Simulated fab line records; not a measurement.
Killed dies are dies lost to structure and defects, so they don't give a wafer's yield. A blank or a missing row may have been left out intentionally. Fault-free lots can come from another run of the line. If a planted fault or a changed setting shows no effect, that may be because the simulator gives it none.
Check for tools in common    flow gf180mcu    Lots sampled 12, wafers sampled 36

WHY IT WAS OPENED
At GF_V3_THK_MEAS_01 the reading V3_CVD_00_THK is flagged on 2 of 12 lots. Wafers without a fault read 601 nm, standard deviation 6.6.
Rule: a lot is flagged when every wafer of it that has a number lies more than 4 standard deviations from that mean, or none has a number. As for the other lots, they are considered sound.

lot   measured      on            V3_CVD_00_THK (nm), wafer by wafer  flag
L277  day 21 09:21  filmMetro-03  606 610 612                         
L278  day 21 23:49  filmMetro-04  595 591 585                         
L279  day 22 09:02  filmMetro-03  595 600 594                         
L280  day 22 17:53  filmMetro-02  594 601 598                         
L283  day 23 18:40  filmMetro-04  603 595 596                         
L289  day 25 20:25  filmMetro-04  592 606 609                         
L293  day 26 21:23  filmMetro-03  491 497 487                         FLAGGED
L295  day 27 11:39  filmMetro-02  492 486 493                         FLAGGED
L296  day 28 00:43  filmMetro-02  608 603 605                         
L297  day 28 04:28  filmMetro-02  590 605 606                         
L299  day 28 19:41  filmMetro-02  596 595 604                         
L300  day 28 23:17  filmMetro-02  605 606 600                         
The mean of the flagged lots' numbers is 491 nm, -110 nm from the usual (-17 standard deviations).

WHICH TOOL EACH LOT WENT THROUGH
Before the reading, the record contains 3 process steps out of a 602-step route. Cell contents, in order: the tool; ch with the chambers the sampled wafers went through; the start.
lot   flag     GF_V2_ETCH_16                      GF_M3_SPUTTER_01             GF_V3_CVD_00
L277           rieDiel-01 ch 0,1,3, day 20 06:47  pvdSputter-04, day 20 08:21  hdpcvd-02 ch 1,2, day 21 09:16
L278           rieDiel-04 ch 0,1,2, day 20 22:08  pvdSputter-04, day 20 23:41  hdpcvd-01 ch 0,1,2, day 21 23:44
L279           rieDiel-03 ch 2,3, day 21 07:19    pvdSputter-04, day 21 08:47  hdpcvd-02 ch 0,1,2, day 22 08:57
L280           rieDiel-01 ch 0,2,3, day 21 16:22  pvdSputter-02, day 21 17:49  hdpcvd-01 ch 1,2, day 22 17:47
L283           rieDiel-03 ch 0,1,3, day 22 16:53  pvdSputter-03, day 22 18:45  hdpcvd-02 ch 0,1,2, day 23 18:35
L289           rieDiel-03 ch 1,2,3, day 24 21:04  pvdSputter-04, day 24 22:31  hdpcvd-01 ch 0,1,2, day 25 20:20
L293  FLAGGED  rieDiel-03 ch 0,3, day 25 21:46    pvdSputter-03, day 25 23:14  hdpcvd-02 ch 0,1,2, day 26 21:20
L295  FLAGGED  rieDiel-03 ch 0,2,3, day 26 13:16  pvdSputter-04, day 26 14:45  hdpcvd-02 ch 0,1,2, day 27 11:35
L296           rieDiel-01 ch 1,2,3, day 27 03:04  pvdSputter-03, day 27 04:32  hdpcvd-01 ch 0,1,2, day 28 00:38
L297           rieDiel-04 ch 0,2,3, day 27 06:13  pvdSputter-02, day 27 07:40  hdpcvd-01 ch 1,2, day 28 04:23
L299           rieDiel-03 ch 0,1,3, day 27 21:13  pvdSputter-04, day 27 22:49  hdpcvd-01 ch 1,2, day 28 19:37
L300           rieDiel-04 ch 0,1,2, day 28 01:07  pvdSputter-04, day 28 02:35  hdpcvd-01 ch 0,1, day 28 23:12
What the steps here do:
- GF_V2_ETCH_16: etches BARC in N2/H2.
- GF_M3_SPUTTER_01: material TiN, target thk 30 nm, time 25 s.
- GF_V3_CVD_00: deposits SiO2, target thk 600 nm, time 100 s.
- GF_V3_THK_MEAS_01

FLAGGED AGAINST TOTAL, ONE TOOL AT A TIME (gauges that did the reading follow at the end)
step               tool           lots run  flagged  share of the flagged lots  sound lots run after its first flagged lot
GF_V2_ETCH_16      rieDiel-01     3         0        none                       -
GF_V2_ETCH_16      rieDiel-03     6         2        all                        1 (L299)
GF_V2_ETCH_16      rieDiel-04     3         0        none                       -
GF_M3_SPUTTER_01   pvdSputter-02  2         0        none                       -
GF_M3_SPUTTER_01   pvdSputter-03  3         1        some                       1 (L296)
GF_M3_SPUTTER_01   pvdSputter-04  7         1        some                       2 (L299,L300)
GF_V3_CVD_00       hdpcvd-01      7         0        none                       -
GF_V3_CVD_00       hdpcvd-02      5         2        all                        0
GF_V3_THK_MEAS_01  filmMetro-02   6         1        some                       4 (L296,L297,L299,L300)
GF_V3_THK_MEAS_01  filmMetro-03   3         1        some                       0
GF_V3_THK_MEAS_01  filmMetro-04   3         0        none                       -

WHAT IS ALLOWED BY THE TABLE
rieDiel-03 at GF_V2_ETCH_16 and hdpcvd-02 at GF_V3_CVD_00 are the 2 rows of the table that ran each flagged lot.
- rieDiel-03 at GF_V2_ETCH_16: 2 of its 6 lots flagged. After the first flagged lot (L299), sound lots still ran on it; a lasting fault on the whole tool would not permit that.
- hdpcvd-02 at GF_V3_CVD_00: 2 of its 5 lots flagged. It ran its last sound lot, L283, at day 23 18:35 and its first flagged lot, L293, at day 26 21:20: a fault with its onset between the two fits.
Left over: one tool, hdpcvd-02 at GF_V3_CVD_00.

WHAT WAS PUT IN BY THE SIMULATOR
Site profile drift: hdpcvd-02, from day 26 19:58 on, at GF_V3_CVD_00. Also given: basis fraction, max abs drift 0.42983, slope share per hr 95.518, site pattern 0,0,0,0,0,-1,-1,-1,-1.
Shown lots that were struck: L293, L295. Same finding as the rule above.
